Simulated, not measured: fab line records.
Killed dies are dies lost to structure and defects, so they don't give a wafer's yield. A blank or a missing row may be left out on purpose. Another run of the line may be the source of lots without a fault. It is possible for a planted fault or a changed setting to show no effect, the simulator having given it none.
A single fault, viewed from 2 desks + flow gf180mcu + every desk sees just its own numbers, and what lay behind them comes last

## AT THE METROLOGY DESK
Lot by lot, what the gauges showed, no matter which tool ran the lot: averages of those sampled wafers that carry a number. Any lot whose mean is over 4 standard deviations away from the usual mean is out of limits and marked OUT; that distance is given in the brackets.
Columns: A = V5_CVD_02_THK at GF_V5_THK_MEAS_03, usual 1448 nm; B = V5_OVL at GF_V5_OVL_MEAS_15, usual 0 nm
| lot  | first seen here | A               | B  |
|------|-----------------|-----------------|----|
| L587 | day 26 07:20    | 1469            | -7 |
| L589 | day 27 13:06    | 1430            | 1  |
| L591 | day 27 20:54    | 1448            | -5 |
| L592 | day 28 07:44    | 1446            | 2  |
| L593 | day 28 08:31    | 1449            | -3 |
| L595 | day 29 09:02    | 1445            | 5  |
| L598 | day 29 20:17    | 1420            | 2  |
| L602 | day 31 02:44    | 1389            | 5  |
| L606 | day 32 01:57    | 1373 (-4.4) OUT | 6  |
| L608 | day 32 03:55    | 1439            | 5  |
| L610 | day 32 12:29    | 1442            | -1 |
This desk's finding: out of limits on L606; first on L606, day 32 01:57 (V5_CVD_02_THK at GF_V5_THK_MEAS_03). Within limits: L587, L589, L591, L592, L593, L595, L598, L602, L608, L610.

## TOOL OWNER'S DESK, pecvd-02
The tool's own readings at GF_V5_CVD_02 (deposits SiO2 from TEOS, target thk 1450 nm, time 163.28 s): means of the sampled wafers that have a number, for each lot that ran on this tool. Any lot whose mean is over 4 standard deviations away from the usual mean is out of limits and marked OUT; that distance is given in the brackets.
Columns: A = heater-power-w at GF_V5_CVD_02, usual 678 W; B = rf-fwd-power-W at GF_V5_CVD_02, usual 597.7 W
| lot  | first seen here | A   | B               |
|------|-----------------|-----|-----------------|
| L591 | day 27 20:47    | 608 | 597.2           |
| L595 | day 29 08:55    | 651 | 599.9           |
| L602 | day 31 02:37    | 690 | 516.3 (-45) OUT |
| L606 | day 32 01:49    | 706 | 517.2 (-45) OUT |
Finding of this desk: L602, L606 out of limits; the first was L602 at day 31 02:37, on rf-fwd-power-W at GF_V5_CVD_02. Within limits: L591, L595.

## BROUGHT TOGETHER
At day 31 02:37, on L602, L606, the tool owner's desk was in a position to raise an alarm.
On L606, the metrology desk was in a position to raise an alarm at day 32 01:57.
The metrology desk has L602 on record, within its limits.
GF_V5_CVD_02 was run on pecvd-02 by each of the lots named.

## WHAT HAD BEEN PUT IN BY THE SIMULATOR
pecvd-02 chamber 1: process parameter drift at GF_V5_CVD_02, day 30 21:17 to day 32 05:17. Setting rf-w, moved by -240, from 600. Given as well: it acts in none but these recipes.
Shown lots that were struck: L602, L606.
Hours from the fault's start to each desk's first reading out of limits: the tool owner's desk, 5; the metrology desk, 29.
